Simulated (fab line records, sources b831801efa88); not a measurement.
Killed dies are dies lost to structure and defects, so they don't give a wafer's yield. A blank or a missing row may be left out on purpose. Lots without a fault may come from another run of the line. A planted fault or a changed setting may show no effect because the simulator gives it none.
Which tool did it? | flow sky130 | 24 lots, 72 wafers sampled, at 4 steps of a route of 708

WHAT THE GAUGES READ, wafer by wafer
SKY_VT_ADJUST_HVTR_CD_MEAS_07: target cd 380 nm. Usual: cd_nm 380.4 nm, standard deviation 2.6.
lot  | measured     | on        | cd_nm (nm)        | flag
L074 | day 9 17:27  | cd_sem-01 | 378.5 379.1 379.4 |
L075 | day 9 20:10  | cd_sem-01 | 376.1 382.0 380.8 |
L076 | day 10 03:02 | cd_sem-02 | 379.0 381.3 381.8 |
L077 | day 10 12:07 | cd_sem-01 | 379.3 378.9 381.3 |
L078 | day 10 19:48 | cd_sem-02 | 377.5 380.4 378.9 |
L079 | day 11 01:53 | cd_sem-01 | 379.2 381.0 381.1 |
L080 | day 11 08:35 | cd_sem-01 | 379.0 383.1 382.5 |
L081 | day 11 19:43 | cd_sem-02 | 376.8 381.5 379.5 |
L082 | day 12 00:39 | cd_sem-02 | 379.1 377.0 376.3 |
L083 | day 12 04:26 | cd_sem-01 | 383.6 382.8 383.5 |
L084 | day 12 12:17 | cd_sem-01 | 386.1 383.5 385.0 |
L085 | day 12 20:31 | cd_sem-02 | 387.8 384.5 386.4 |
L086 | day 13 03:04 | cd_sem-02 | 381.4 383.3 380.8 |
L087 | day 13 13:33 | cd_sem-02 | 380.6 382.7 381.5 |
L088 | day 13 22:22 | cd_sem-01 | 379.5 381.0 380.6 |
L089 | day 14 00:24 | cd_sem-02 | 378.1 380.7 377.5 |
L090 | day 14 06:59 | cd_sem-01 | 379.4 381.0 380.0 |
L091 | day 14 14:35 | cd_sem-01 | 384.0 384.2 385.4 |
L092 | day 14 21:39 | cd_sem-02 | 377.8 375.8 375.1 |
L093 | day 15 10:41 | cd_sem-02 | 377.7 376.6 375.3 |
L094 | day 15 15:07 | cd_sem-01 | 380.0 379.1 381.4 |
L095 | day 16 01:34 | cd_sem-01 | 377.3 378.9 379.0 |
L096 | day 16 06:17 | cd_sem-02 | 381.1 381.5 380.4 |
L097 | day 16 16:48 | cd_sem-01 | 378.2 378.7 380.0 |

SKY_METAL4_CD_MEAS_13: target cd 300 nm. Usual: cd_nm 299.9 nm, standard deviation 1.3.
lot  | measured     | on        | cd_nm (nm)        | flag
L074 | day 42 03:52 | cd_sem-02 | 300.3 298.6 299.0 |
L075 | day 42 05:25 | cd_sem-02 | 299.6 302.1 300.7 |
L076 | day 42 17:00 | cd_sem-02 | 299.2 300.9 299.9 |
L077 | day 42 21:31 | cd_sem-01 | 299.2 299.8 297.8 |
L078 | day 43 01:48 | cd_sem-01 | 298.1 299.6 298.0 |
L079 | day 43 22:11 | cd_sem-01 | 298.2 297.0 298.9 |
L080 | day 44 01:51 | cd_sem-01 | 297.6 298.3 298.3 |
L081 | day 44 05:19 | cd_sem-02 | 299.8 301.0 300.0 |
L082 | day 44 12:21 | cd_sem-02 | 300.6 300.7 301.1 |
L083 | day 44 21:09 | cd_sem-02 | 299.6 299.7 299.9 |
L084 | day 44 22:16 | cd_sem-02 | 300.3 299.6 301.4 |
L085 | day 45 01:04 | cd_sem-02 | 298.4 299.1 298.0 |
L086 | day 45 08:04 | cd_sem-02 | 301.0 300.4 302.3 |
L087 | day 45 14:19 | cd_sem-02 | 302.3 302.0 301.7 |
L088 | day 46 00:52 | cd_sem-02 | 301.7 300.7 301.2 |
L089 | day 46 02:12 | cd_sem-02 | 298.8 299.5 301.3 |
L090 | day 46 03:16 | cd_sem-02 | 298.2 297.6 297.7 |
L091 | day 46 10:27 | cd_sem-01 | 299.8 300.1 298.2 |
L092 | day 46 22:33 | cd_sem-01 | 301.4 301.1 301.0 |
L093 | day 47 08:00 | cd_sem-02 | 299.4 300.9 300.1 |
L094 | day 47 06:52 | cd_sem-01 | 297.8 298.0 296.8 |
L095 | day 47 17:59 | cd_sem-02 | 299.3 299.9 298.9 |
L096 | day 47 23:23 | cd_sem-01 | 301.8 301.2 301.5 |
L097 | day 48 00:18 | cd_sem-02 | 300.7 302.5 301.1 |

WHICH TOOL RAN EACH LOT (tool, then ch and the chambers of the sampled wafers, then the start)
lot  | SKY_VIA2_STRIP_16                    | SKY_METAL3_DESCUM_15
L074 | plasma_asher-03 ch 0, day 36 15:02   | rie_metal-02 ch 1, day 38 21:34
L075 | plasma_asher-02 ch 0,1, day 36 17:19 | rie_metal-03 ch 0,1, day 38 23:18
L076 | plasma_asher-02 ch 0,1, day 37 05:13 | rie_metal-04 ch 0,1, day 39 11:00
L077 | plasma_asher-02 ch 0,1, day 37 13:25 | rie_metal-02 ch 0,1, day 39 18:33
L078 | plasma_asher-02 ch 0,1, day 37 16:54 | rie_metal-02 ch 0,1, day 39 22:11
L079 | plasma_asher-01 ch 0,1, day 38 17:08 | rie_metal-04 ch 0,1, day 40 20:18
L080 | plasma_asher-03 ch 0,1, day 38 19:55 | rie_metal-02 ch 0,1, day 40 22:53
L081 | plasma_asher-01 ch 0,1, day 38 21:28 | rie_metal-02 ch 0, day 41 01:24
L082 | plasma_asher-01 ch 0, day 39 07:14   | rie_metal-03 ch 0,1, day 41 10:24
L083 | plasma_asher-01 ch 0,1, day 39 14:47 | rie_metal-03 ch 0,1, day 41 17:44
L084 | plasma_asher-01 ch 0,1, day 39 18:32 | rie_metal-03 ch 0,1, day 41 20:15
L085 | plasma_asher-01 ch 0,1, day 39 21:56 | rie_metal-02 ch 0,1, day 41 23:23
L086 | plasma_asher-01 ch 0,1, day 40 05:58 | rie_metal-04 ch 0,1, day 42 09:02
L087 | plasma_asher-03 ch 0,1, day 40 12:38 | rie_metal-02 ch 0,1, day 42 14:56
L088 | plasma_asher-01 ch 0,1, day 41 00:53 | rie_metal-02 ch 0,1, day 43 02:36
L089 | plasma_asher-02 ch 0,1, day 41 01:56 | rie_metal-02 ch 0,1, day 43 04:06
L090 | plasma_asher-03 ch 0,1, day 41 02:20 | rie_metal-02 ch 0,1, day 43 04:31
L091 | plasma_asher-03 ch 0, day 41 10:26   | rie_metal-04 ch 0,1, day 43 12:39
L092 | plasma_asher-01 ch 0,1, day 42 00:19 | rie_metal-04 ch 0,1, day 44 01:18
L093 | plasma_asher-02 ch 0,1, day 42 11:26 | rie_metal-04 ch 0,1, day 44 11:30
L094 | plasma_asher-01 ch 0,1, day 42 10:46 | rie_metal-03 ch 1, day 44 10:16
L095 | plasma_asher-02 ch 0,1, day 42 22:17 | rie_metal-03 ch 1, day 44 23:01
L096 | plasma_asher-02 ch 0,1, day 43 00:56 | rie_metal-04 ch 0,1, day 45 00:52
L097 | plasma_asher-03 ch 0,1, day 43 07:46 | rie_metal-03 ch 1, day 45 05:57
- SKY_VIA2_STRIP_16: strips in O2/N2.
- SKY_METAL3_DESCUM_15: chemistry O2, time 8 s.

WHAT THE TOOLS THEMSELVES READ (means of the sampled wafers that have a number; where no wafer has one, the mark that the record gives instead)
SKY_VIA2_STRIP_16. Usual: drypump_motor_current_A 5.6 A, standard deviation 0.39; oes_product_au 0.397 a.u., standard deviation 0.0047; strip_time_to_endpoint_s 4.034 s, standard deviation 0.03.
lot  | tool            | drypump_motor_current_A (A) | oes_product_au (a.u.) | strip_time_to_endpoint_s (s) | flag
L074 | plasma_asher-03 | 6.1                         | 0.399                 | 4.044                        |
L075 | plasma_asher-02 | 5.2                         | 0.397                 | 4.034                        |
L076 | plasma_asher-02 | 5.1                         | 0.393                 | 3.967                        |
L077 | plasma_asher-02 | 5.1                         | 0.397                 | 4.044                        |
L078 | plasma_asher-02 | 5.2                         | 0.397                 | 4.051                        |
L079 | plasma_asher-01 | 5.6                         | 0.400                 | 4.033                        |
L080 | plasma_asher-03 | 6.0                         | 0.396                 | 4.019                        |
L081 | plasma_asher-01 | 5.6                         | 0.399                 | 4.067                        |
L082 | plasma_asher-01 | 6.0                         | 0.395                 | 4.035                        |
L083 | plasma_asher-01 | 5.5                         | 0.397                 | 4.021                        |
L084 | plasma_asher-01 | 5.7                         | 0.392                 | 4.022                        |
L085 | plasma_asher-01 | 5.8                         | 0.396                 | 4.025                        |
L086 | plasma_asher-01 | 5.7                         | 0.394                 | 4.009                        |
L087 | plasma_asher-03 | 6.1                         | 0.400                 | 4.068                        |
L088 | plasma_asher-01 | 5.6                         | 0.395                 | 4.011                        |
L089 | plasma_asher-02 | 5.2                         | 0.401                 | 4.014                        |
L090 | plasma_asher-03 | 6.1                         | 0.396                 | 4.037                        |
L091 | plasma_asher-03 | 6.1                         | 0.396                 | 4.033                        |
L092 | plasma_asher-01 | 5.7                         | 0.397                 | 4.019                        |
L093 | plasma_asher-02 | 5.1                         | 0.398                 | 4.048                        |
L094 | plasma_asher-01 | 5.6                         | 0.396                 | 4.046                        |
L095 | plasma_asher-02 | 5.1                         | 0.403                 | 4.042                        |
L096 | plasma_asher-02 | 5.1                         | 0.399                 | 4.068                        |
L097 | plasma_asher-03 | 6.0                         | 0.397                 | 3.998                        |

SKY_METAL3_DESCUM_15. Usual: drypump_motor_current_A 5.91 A, standard deviation 0.3; oes_product_au 1.017 a.u., standard deviation 0.011.
lot  | tool         | drypump_motor_current_A (A) | oes_product_au (a.u.) | flag
L074 | rie_metal-02 | 5.57                        | 1.007                 |
L075 | rie_metal-03 | 6.27                        | 1.018                 |
L076 | rie_metal-04 | 5.76                        | 1.010                 |
L077 | rie_metal-02 | 5.85                        | 1.017                 |
L078 | rie_metal-02 | 5.85                        | 1.013                 |
L079 | rie_metal-04 | 5.76                        | 1.013                 |
L080 | rie_metal-02 | 5.84                        | 1.020                 |
L081 | rie_metal-02 | 5.97                        | 1.028                 |
L082 | rie_metal-03 | 6.10                        | 1.021                 |
L083 | rie_metal-03 | 6.09                        | 1.026                 |
L084 | rie_metal-03 | 6.24                        | 1.029                 |
L085 | rie_metal-02 | 5.71                        | 1.020                 |
L086 | rie_metal-04 | 5.80                        | 1.012                 |
L087 | rie_metal-02 | 5.84                        | 1.017                 |
L088 | rie_metal-02 | 5.83                        | 1.017                 |
L089 | rie_metal-02 | 5.85                        | 1.016                 |
L090 | rie_metal-02 | 5.69                        | 1.007                 |
L091 | rie_metal-04 | 5.80                        | 1.021                 |
L092 | rie_metal-04 | 5.82                        | 1.009                 |
L093 | rie_metal-04 | 5.81                        | 1.009                 |
L094 | rie_metal-03 | 6.43                        | 1.027                 |
L095 | rie_metal-03 | 6.41                        | 1.028                 |
L096 | rie_metal-04 | 5.80                        | 1.014                 |
L097 | rie_metal-03 | 6.42                        | 1.026                 |

THE ANSWER, worked out from the rows above alone
Rule: a lot is off if the mean of its wafers that have a number lies more than 3 standard deviations from the usual mean. A lot without any number at a reading at which 4 lots or more have one is off too. The other lots that the step has rows for count as sound. The gauges are gone through in route order, then the tools' own readings, and for those a lot's mean is taken as printed above. The first step at which some lot is off is used, and at that step the reading that is off furthest; a lot without a number counts as furthest.
No lot is off at any reading shown: from this, nothing can be told.

WHAT THE SIMULATOR HAD PUT IN
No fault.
